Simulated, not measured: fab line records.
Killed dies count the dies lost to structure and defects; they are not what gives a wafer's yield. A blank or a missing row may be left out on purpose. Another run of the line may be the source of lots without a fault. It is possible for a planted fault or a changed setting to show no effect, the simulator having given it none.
Lot-split experiment	flow sfq-line	23 wafers read across 5 lots, on a route 325 steps long

== THE SPLIT ==
At SFQ_TRILAYER_I7_VIA_LITHO_COAT_192 (resist thk 62 nm), the setting spin-rpm was moved away from the recipe's 3000 rpm on 7 of the 23 wafers read, by +2.0% to +4.2%. The other wafers ran this setting at the recipe's value.

The reading is taken at the split's own step.

== THE READING ==
BARC_of_TRILAYER_I7_VIA_LITHO_COAT_192.thk-nm (the simulator's own value, which no gauge read), in nm, at SFQ_TRILAYER_I7_VIA_LITHO_COAT_192 (resist thk 62 nm). No usual value for it is given in the file. Here, 16 wafers ran the recipe; their average is 62.07 nm with a standard deviation of 0.23 nm.

wafer	tool, chamber at the split	spin-rpm as run, rpm	against the recipe	BARC_of_TRILAYER_I7_VIA_LITHO_COAT_192.thk-nm, nm	against lot-mates on the recipe
L074.1	litho-track-04, 0	3000	recipe	62.25	-
L074.2	litho-track-04, 0	3000	recipe	62.32	-
L074.4	litho-track-04, 0	3000	recipe	62.24	-
L074.5	litho-track-04, 0	3125	+4.2%	61.15	-1.12
L074.6	litho-track-04, 0	3125	+4.2%	60.93	-1.34
L075.1	litho-track-04, 0	3000	recipe	61.96	-
L075.2	litho-track-04, 0	3065	+2.2%	61.1	-0.73
L075.3	litho-track-04, 0	3000	recipe	61.92	-
L075.4	litho-track-04, 0	3000	recipe	61.6	-
L075.5	litho-track-04, 0	3065	+2.2%	61.09	-0.74
L076.2	litho-track-01, 0	3000	recipe	61.93	-
L076.3	litho-track-01, 0	3000	recipe	61.89	-
L076.4	litho-track-01, 0	3000	recipe	61.9	-
L076.5	litho-track-01, 0	3000	recipe	61.88	-
L076.6	litho-track-01, 0	3000	recipe	61.95	-
L078.1	litho-track-01, 0	3000	recipe	62.24	-
L078.4	litho-track-01, 0	3000	recipe	62.3	-
L078.5	litho-track-01, 0	3000	recipe	62.53	-
L083.1	litho-track-04, 0	3061	+2.0%	61.4	-0.68
L083.2	litho-track-04, 0	3061	+2.0%	61.33	-0.75
L083.3	litho-track-04, 0	3000	recipe	62.19	-
L083.4	litho-track-04, 0	3061	+2.0%	61.37	-0.71
L083.5	litho-track-04, 0	3000	recipe	61.97	-

FIT RESULTS
A straight line over all 23 wafers: BARC_of_TRILAYER_I7_VIA_LITHO_COAT_192.thk-nm changes by -0.293 nm for each +1% of spin-rpm; r = -0.87; the points scatter about the line by 0.24 nm.
The same after taking each lot's own level away (the mean of its wafers on the recipe; 23 wafers): -0.311 nm for each +1%; r = -0.97; scatter 0.1 nm.
On that fit, the largest move of spin-rpm shifts the reading by 1.3 nm.
Measured against the standard deviation above, the lots' own levels, which go from 61.827 to 62.357 nm, span 2.3 times it.
The two slopes agree, so the slope changes little with the lot-to-lot level.
Check: for one of the wafers moved furthest among these (+4.2%), held out of the fit, the line's prediction against its lot-mates is -1.39 nm. Against them it came out at -1.12 nm.

== FURTHER SPLITS ON THESE WAFERS ==
Before the reading, these wafers also passed through other splits. Each is held against what the fit with the lots' levels taken away leaves over:
other split on the same wafers	wafers away from the commonest value	r with BARC_of_TRILAYER_I7_VIA_LITHO_COAT_192.thk-nm (lot level and that fit taken away)
SFQ_TRILAYER_A5B_DEP_PECVD_129 time-s	9	-0.25
SFQ_TRILAYER_R5_LITHO_COAT_141 resist-thk-nm	5	+0.10
SFQ_TRILAYER_R5_BARC_OPEN_METAL_ETCH_177 time-s	9	-0.16
SFQ_TRILAYER_R5_ETCH_METAL_ETCH_139 bias-w	11	-0.12
SFQ_TRILAYER_C5_BARC_OPEN_VIA_ETCH_210 time-s	10	+0.22
SFQ_TRILAYER_M6_LITHO_EXPOSE_160 dose-mj	11	+0.07
SFQ_TRILAYER_M6_ETCH_METAL_ETCH_162 icp-w	8	-0.07
SFQ_TRILAYER_I6_CMP_CMP_166 leave-above-ref-nm	10	+0.07
SFQ_TRILAYER_I6_VIA_LITHO_EXPOSE_170 dose-mj	10	+0.10
SFQ_TRILAYER_M7_LITHO_COAT_177 spin-rpm	5	-0.21

== THE FILE'S OWN FIT ==
BARC_of_TRILAYER_I7_VIA_LITHO_COAT_192.thk-nm changes by -0.311 nm for each +1% of spin-rpm, r = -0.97.
